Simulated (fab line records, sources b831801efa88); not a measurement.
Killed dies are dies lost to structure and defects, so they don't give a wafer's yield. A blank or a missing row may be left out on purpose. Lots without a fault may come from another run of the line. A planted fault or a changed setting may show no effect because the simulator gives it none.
Which tool did it? | flow gf180mcu | 24 lots, 72 wafers sampled, at 4 steps of a route of 602

WHAT THE GAUGES READ, wafer by wafer
GF_VT_IMPLANT_RS_MEAS_49: measures by four-point-probe.
lot  | measured     | on            | MVPSD_RS (ohm/sq)
L074 | day 7 15:02  | film_metro-04 | 1169.3 1170.7 1172.6
L075 | day 7 21:20  | film_metro-02 | 1167.0 1165.2 1169.5
L076 | day 8 03:49  | film_metro-04 | 1166.8 1164.4 1164.2
L077 | day 8 09:53  | film_metro-04 | 1168.5 1168.3 1171.4
L078 | day 8 17:14  | film_metro-01 | 1171.1 1171.3 1171.4
L079 | day 8 23:21  | film_metro-02 | 1164.3 1166.2 1166.6
L080 | day 9 08:31  | film_metro-01 | 1169.1 1166.8 1166.2
L081 | day 9 13:23  | film_metro-04 | 1170.1 1169.2 1172.3
L082 | day 9 22:02  | film_metro-01 | 1171.3 1167.6 1172.6
L083 | day 10 03:14 | film_metro-02 | 1167.9 1167.9 1170.1
L084 | day 10 11:01 | film_metro-02 | 1168.4 1167.1 1166.6
L085 | day 10 14:11 | film_metro-04 | 1165.8 1169.3 1170.8
L086 | day 11 03:36 | film_metro-02 | 1166.2 1168.7 1166.5
L087 | day 11 06:04 | film_metro-04 | 1170.1 1167.2 1168.4
L088 | day 11 11:14 | film_metro-02 | 1170.1 1170.1 1171.5
L089 | day 11 20:02 | film_metro-04 | 1171.4 1172.9 1171.1
L090 | day 12 00:22 | film_metro-01 | 1167.4 1168.2 1170.1
L091 | day 12 07:14 | film_metro-04 | 1174.7 1174.2 1170.4
L092 | day 12 15:29 | film_metro-02 | 1171.3 1167.4 1168.4
L093 | day 12 21:27 | film_metro-04 | 1168.0 1170.5 1168.3
L094 | day 13 04:41 | film_metro-02 | 1167.8 1166.0 1164.1
L095 | day 13 09:22 | film_metro-01 | 1165.5 1169.4 1170.7
L096 | day 13 17:21 | film_metro-04 | 1171.6 1168.8 1169.8
L097 | day 13 22:05 | film_metro-02 | 1169.5 1170.0 1166.5

GF_V3_THK_MEAS_25: measures by xrf.
lot  | measured     | on            | V3_W_THK (nm)
L074 | day 22 10:16 | film_metro-02 | 342 337 340
L075 | day 22 16:47 | film_metro-03 | 331 342 335
L076 | day 23 05:03 | film_metro-01 | 337 335 337
L077 | day 23 16:14 | film_metro-01 | 334 337 336
L078 | day 23 23:21 | film_metro-02 | 337 340 336
L079 | day 24 08:41 | film_metro-01 | 346 336 334
L080 | day 24 17:00 | film_metro-01 | 334 340 332
L081 | day 24 21:03 | film_metro-01 | 340 349 350
L082 | day 25 09:46 | film_metro-03 | 328 323 324
L083 | day 25 11:01 | film_metro-01 | 334 336 335
L084 | day 26 00:21 | film_metro-03 | 337 328 341
L085 | day 26 02:42 | film_metro-03 | 319 325 327
L086 | day 26 21:54 | film_metro-02 | 345 344 336
L087 | day 26 23:31 | film_metro-01 | 345 340 334
L088 | day 27 04:17 | film_metro-03 | 333 336 334
L089 | day 27 18:27 | film_metro-01 | 344 344 343
L090 | day 27 21:05 | film_metro-01 | 337 340 335
L091 | day 28 03:35 | film_metro-03 | 334 333 339
L092 | day 28 12:50 | film_metro-02 | 335 332 333
L093 | day 28 22:34 | film_metro-01 | 332 327 325
L094 | day 29 00:53 | film_metro-03 | 334 333 336
L095 | day 29 16:08 | film_metro-03 | 333 350 338
L096 | day 29 14:23 | film_metro-03 | 337 346 344
L097 | day 29 17:08 | film_metro-03 | 333 332 337

GF_V4_RS_MEAS_24: measures by four-point-probe.
lot  | measured     | on            | V4_W_RS (ohm/sq)
L074 | day 24 09:58 | film_metro-01 | 0.321 0.322 0.312
L075 | day 24 16:31 | film_metro-04 | 0.320 0.311 0.317
L076 | day 25 05:07 | film_metro-02 | 0.318 0.317 0.318
L077 | day 25 15:26 | film_metro-01 | 0.318 0.322 0.316
L078 | day 25 21:25 | film_metro-02 | 0.325 0.331 0.325
L079 | day 26 07:16 | film_metro-01 | 0.315 0.322 0.323
L080 | day 26 15:22 | film_metro-02 | 0.323 0.324 0.324
L081 | day 26 18:40 | film_metro-01 | 0.326 0.328 0.331
L082 | day 27 06:58 | film_metro-04 | 0.327 0.333 0.329
L083 | day 27 07:58 | film_metro-04 | 0.321 0.324 0.323
L084 | day 27 19:21 | film_metro-02 | 0.331 0.330 0.330
L085 | day 27 22:16 | film_metro-02 | 0.324 0.326 0.325
L086 | day 28 17:08 | film_metro-02 | 0.330 0.329 0.330
L087 | day 28 19:00 | film_metro-04 | 0.323 0.323 0.322
L088 | day 28 22:17 | film_metro-02 | 0.324 0.327 0.324
L089 | day 29 12:20 | film_metro-02 | 0.329 0.325 0.328
L090 | day 29 15:07 | film_metro-02 | 0.328 0.332 0.328
L091 | day 29 20:40 | film_metro-02 | 0.319 0.318 0.317
L092 | day 30 05:57 | film_metro-02 | 0.324 0.329 0.328
L093 | day 30 15:09 | film_metro-02 | 0.328 0.336 0.332
L094 | day 30 17:39 | film_metro-04 | 0.323 0.325 0.322
L095 | day 31 07:19 | film_metro-02 | 0.326 0.327 0.329
L096 | day 31 05:47 | film_metro-01 | 0.317 0.320 0.324
L097 | day 31 07:44 | film_metro-04 | 0.324 0.317 0.323

WHICH TOOL RAN EACH LOT (tool, then ch and the chambers of the sampled wafers, then the start)
lot  | GF_V1_CMP_26
L074 | cmp-02 ch 0,2, day 18 04:22
L075 | cmp-01 ch 0,2,3, day 18 11:02
L076 | cmp-02 ch 0,1,3, day 18 23:05
L077 | cmp-01 ch 0,2,3, day 19 10:00
L078 | cmp-02 ch 0,1, day 19 17:53
L079 | cmp-01 ch 0,1, day 20 05:18
L080 | cmp-02 ch 1,2,3, day 20 15:29
L081 | cmp-02 ch 0,2,3, day 20 19:58
L082 | cmp-02 ch 1,3, day 21 08:59
L083 | cmp-01 ch 1,2, day 21 11:51
L084 | cmp-01 ch 1,2,3, day 22 01:17
L085 | cmp-01 ch 0,1,3, day 22 04:27
L086 | cmp-02 ch 1,2, day 23 02:02
L087 | cmp-02 ch 0,1,2, day 23 03:54
L088 | cmp-01 ch 0,2,3, day 23 09:24
L089 | cmp-01 ch 0,1,3, day 24 00:50
L090 | cmp-02 ch 0,2, day 24 03:27
L091 | cmp-01 ch 0,2,3, day 24 09:42
L092 | cmp-02 ch 2,3, day 24 19:53
L093 | cmp-01 ch 0,2, day 25 08:15
L094 | cmp-01 ch 0,1,3, day 25 10:16
L095 | cmp-02 ch 1,2,3, day 26 02:57
L096 | cmp-01 ch 0,1,3, day 26 01:23
L097 | cmp-01 ch 1,2,3, day 26 03:11
- GF_V1_CMP_26: polishes, stops on SiO2, t overpolish 15 s, target thk 0 nm.

WHAT THE TOOLS THEMSELVES READ (means of the sampled wafers that have a number; where no wafer has one, the mark that the record gives instead)
GF_V1_CMP_26.
lot  | tool   | motor_current_A (A) | overpolish_run_s (s) | time_to_endpoint_s (s)
L074 | cmp-02 | 9.9                 | 15.000               | 89
L075 | cmp-01 | 11.5                | 15.010               | 86
L076 | cmp-02 | 10.1                | 14.997               | 83
L077 | cmp-01 | 11.9                | 15.001               | 86
L078 | cmp-02 | 9.9                 | 14.992               | 82
L079 | cmp-01 | 10.5                | 15.004               | 86
L080 | cmp-02 | 11.1                | 15.008               | 84
L081 | cmp-02 | 10.3                | 14.994               | 85
L082 | cmp-02 | 10.6                | 14.998               | 81
L083 | cmp-01 | 11.8                | 15.009               | 86
L084 | cmp-01 | 11.4                | 14.994               | 86
L085 | cmp-01 | 10.9                | 14.994               | 86
L086 | cmp-02 | 11.1                | 15.002               | 87
L087 | cmp-02 | 10.6                | 15.003               | 83
L088 | cmp-01 | 12.1                | 15.006               | 88
L089 | cmp-01 | 10.8                | 15.009               | 86
L090 | cmp-02 | 10.4                | 14.997               | 84
L091 | cmp-01 | 11.7                | 15.006               | 89
L092 | cmp-02 | 10.6                | 14.997               | 83
L093 | cmp-01 | 11.8                | 14.998               | 91
L094 | cmp-01 | 10.9                | 15.001               | 84
L095 | cmp-02 | 10.7                | 15.000               | 86
L096 | cmp-01 | 11.2                | 15.004               | 83
L097 | cmp-01 | 11.6                | 15.005               | 83

THE ANSWER, worked out from the rows above alone
Rule: what is usual is taken from the lots themselves. Put in order of their means at a reading, lots are off if they are a third of the lots or fewer, leave a main group of 4 or more, and stand apart from it by a gap of 3 or more times the standard deviation of the main group's means; of several such gaps the widest counts. A main group whose means are all the same, to the digits that the tables above print for the reading, isn't used. A lot without any number at a reading at which 4 lots or more have one is off too. The other lots that the step has rows for count as sound. The gauges are gone through in route order, then the tools' own readings, and for those a lot's mean is taken as printed above. The first step at which some lot is off is used, and at that step the reading that is off furthest; a lot without a number counts as furthest.
No lot is off at any reading shown: from this, nothing can be told.

WHAT THE SIMULATOR HAD PUT IN
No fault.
